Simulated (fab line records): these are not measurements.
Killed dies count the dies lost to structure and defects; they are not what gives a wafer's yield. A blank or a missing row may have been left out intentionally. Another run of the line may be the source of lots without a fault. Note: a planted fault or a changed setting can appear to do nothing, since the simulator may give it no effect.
The tool behind it: which one? ; flow gf180mcu ; Sampling: 13 lots, 39 wafers, 5 of 602 route steps

## WHAT EACH GAUGE READ, for each wafer
GF_POLY_GATE_THK_MEAS_01.
lot;measured;on;POLY_GATE_CVD_00_THK (nm)
L669;day 8 17:55;film metro-04;197.0 196.8 198.2
L671;day 9 05:43;film metro-01;198.7 196.9 196.2
L672;day 9 07:24;film metro-02;198.3 198.5 199.7
L674;day 9 23:34;film metro-01;200.8 200.4 200.6
L675;day 10 04:09;film metro-01;197.6 199.5 198.9
L677;day 10 19:08;film metro-01;200.9 199.7 201.7
L678;day 11 07:08;film metro-04;197.8 199.7 197.3
L679;day 11 11:34;film metro-02;197.9 196.4 198.0
L682;day 12 11:51;film metro-01;200.0 202.8 202.4
L684;day 13 02:10;film metro-04;198.3 198.4 199.0
L690;day 14 14:48;film metro-02;199.9 199.2 198.2
L691;day 14 23:37;film metro-04;200.0 200.0 199.3
L692;day 15 05:25;film metro-01;199.7 199.4 199.0

GF_POLY_GATE_OVL_MEAS_11.
lot;measured;on;POLY_GATE_OVL (nm)
L669;day 9 10:32;overlay-02;-5 6 -2
L671;day 9 23:30;overlay-01;8 -4 0
L672;day 10 01:02;overlay-02;-2 2 4
L674;day 10 17:48;overlay-01;7 3 7
L675;day 10 22:46;overlay-01;1 2 2
L677;day 11 13:05;overlay-01;-3 -2 -6
L678;day 12 02:29;overlay-01;0 2 -4
L679;day 12 06:32;overlay-01;-7 -6 3
L682;day 13 07:38;overlay-02;7 2 0
L684;day 13 22:50;overlay-02;4 -6 -2
L690;day 15 11:59;overlay-01;5 9 10
L691;day 15 21:41;overlay-02;-3 -8 4
L692;day 16 02:25;overlay-01;-6 6 3

GF_HV_LDD_CD_MEAS_19: target cd 400 nm.
lot;measured;on;cd nm (nm)
L669;day 11 00:07;cd sem-01;398.9 399.7 400.1
L671;day 11 14:52;cd sem-01;399.6 399.9 401.5
L672;day 11 15:31;cd sem-01;401.6 401.7 400.1
L674;day 12 08:59;cd sem-02;396.9 398.6 398.8
L675;day 12 14:56;cd sem-01;399.7 398.1 398.9
L677;day 13 05:40;cd sem-01;403.5 401.4 402.0
L678;day 13 19:56;cd sem-01;402.1 399.6 400.0
L679;day 14 03:53;cd sem-02;400.5 398.0 397.4
L682;day 15 02:40;cd sem-02;365.5 365.0 365.5
L684;day 15 20:49;cd sem-01;363.6 364.1 361.5
L690;day 17 10:29;cd sem-01;399.7 401.8 403.2
L691;day 17 21:02;cd sem-01;396.7 396.9 397.2
L692;day 18 01:43;cd sem-01;398.7 401.6 401.3

## EACH LOT AND THE TOOL THAT RAN IT (in order: tool; ch and the chambers of the sampled wafers; start)
lot;GF_VT_IMPLANT_RTA_45;GF_HV_LDD_EXPOSE_16
L669;rtp anneal-02 ch 0, day 7 18:43;iline stepper-01 ch 0, day 10 15:01
L671;rtp anneal-02 ch 0, day 8 02:47;iline stepper-01 ch 0, day 11 04:53
L672;rtp anneal-01 ch 0, day 8 08:01;iline stepper-02 ch 0, day 11 06:19
L674;rtp anneal-02 ch 0, day 8 23:28;iline stepper-01 ch 0, day 11 23:35
L675;rtp anneal-01 ch 0, day 9 04:50;iline stepper-02 ch 0, day 12 05:29
L677;rtp anneal-02 ch 0, day 9 20:09;iline stepper-01 ch 0, day 12 19:38
L678;rtp anneal-02 ch 0, day 10 08:15;iline stepper-01 ch 0, day 13 09:59
L679;rtp anneal-01 ch 0, day 10 12:17;iline stepper-01 ch 0, day 13 17:59
L682;rtp anneal-02 ch 0, day 11 08:01;iline stepper-01 ch 0, day 14 16:25
L684;rtp anneal-02 ch 0, day 12 00:50;iline stepper-01 ch 0, day 15 10:06
L690;rtp anneal-01 ch 0, day 13 13:23;iline stepper-02 ch 0, day 16 23:14
L691;rtp anneal-01 ch 0, day 13 21:34;iline stepper-02 ch 0, day 17 09:26
L692;rtp anneal-01 ch 0, day 14 02:14;iline stepper-02 ch 0, day 17 14:25
- GF_VT_IMPLANT_RTA_45: time 30 s.
- GF_HV_LDD_EXPOSE_16: exposes mask Pplus LV AREA, target cd 400 nm.

## AS READ BY THE TOOLS THEMSELVES (means over the sampled wafers that have a number; for cases with no such wafer, the mark the record gives instead)
GF_VT_IMPLANT_RTA_45.
lot;tool;lamp power pct (%);wafer_temp_C_max
L669;rtp anneal-02;34.3;1055.2
L671;rtp anneal-02;34.2;1055.7
L672;rtp anneal-01;35.8;1055.6
L674;rtp anneal-02;34.3;1055.6
L675;rtp anneal-01;35.7;1056.2
L677;rtp anneal-02;34.3;1055.0
L678;rtp anneal-02;34.3;1055.8
L679;rtp anneal-01;35.7;1054.4
L682;rtp anneal-02;34.3;1054.6
L684;rtp anneal-02;34.3;1054.5
L690;rtp anneal-01;35.7;1054.5
L691;rtp anneal-01;35.7;1054.7
L692;rtp anneal-01;35.7;1054.4

GF_HV_LDD_EXPOSE_16.
lot;tool;exposure dose mJ cm2
L669;iline stepper-01;140.05
L671;iline stepper-01;139.94
L672;iline stepper-02;140.00
L674;iline stepper-01;140.06
L675;iline stepper-02;139.93
L677;iline stepper-01;139.95
L678;iline stepper-01;140.01
L679;iline stepper-01;140.05
L682;iline stepper-01;123.26
L684;iline stepper-01;123.29
L690;iline stepper-02;140.01
L691;iline stepper-02;139.88
L692;iline stepper-02;140.11

## THE ANSWER, worked out from the rows above alone
Rule: usual is defined by the lots themselves. Put in order of their means at a reading, lots are off if they are a third of the lots or fewer, leave a main group of 4 or more, and stand apart from it by a gap of 3 or more times the standard deviation of the main group's means; of several such gaps the widest counts. If all means in a main group match to the digits the tables above print for the reading, that group is not used. Also off: a lot with no number at a reading for which 4 or more lots have one. Where the step has rows for the other lots, those lots are counted as sound. After the gauges, taken in route order, come the tools' own readings; for these a lot's mean is taken, as printed above. At the first step where some lot is off, the reading lying furthest off is the one used; lots without a number count as furthest.
Off: L682, L684, at GF_HV_LDD_CD_MEAS_19 (cd nm). The main group has a mean of 399.9 nm with a standard deviation of 1.5.
A tool fits if, at a process step before that reading, it ran every lot that is off, and no sound lot after the first of them. The gauges at GF_HV_LDD_CD_MEAS_19 aren't tried: what is off there is off at GF_HV_LDD_EXPOSE_16 too, on other tools, and a gauge's error can't cause that. 2 tools fit, rtp anneal-02 at GF_VT_IMPLANT_RTA_45 and iline stepper-01 at GF_HV_LDD_EXPOSE_16, so this cannot tell which one it is.

## WHAT THE SIMULATOR PUT IN
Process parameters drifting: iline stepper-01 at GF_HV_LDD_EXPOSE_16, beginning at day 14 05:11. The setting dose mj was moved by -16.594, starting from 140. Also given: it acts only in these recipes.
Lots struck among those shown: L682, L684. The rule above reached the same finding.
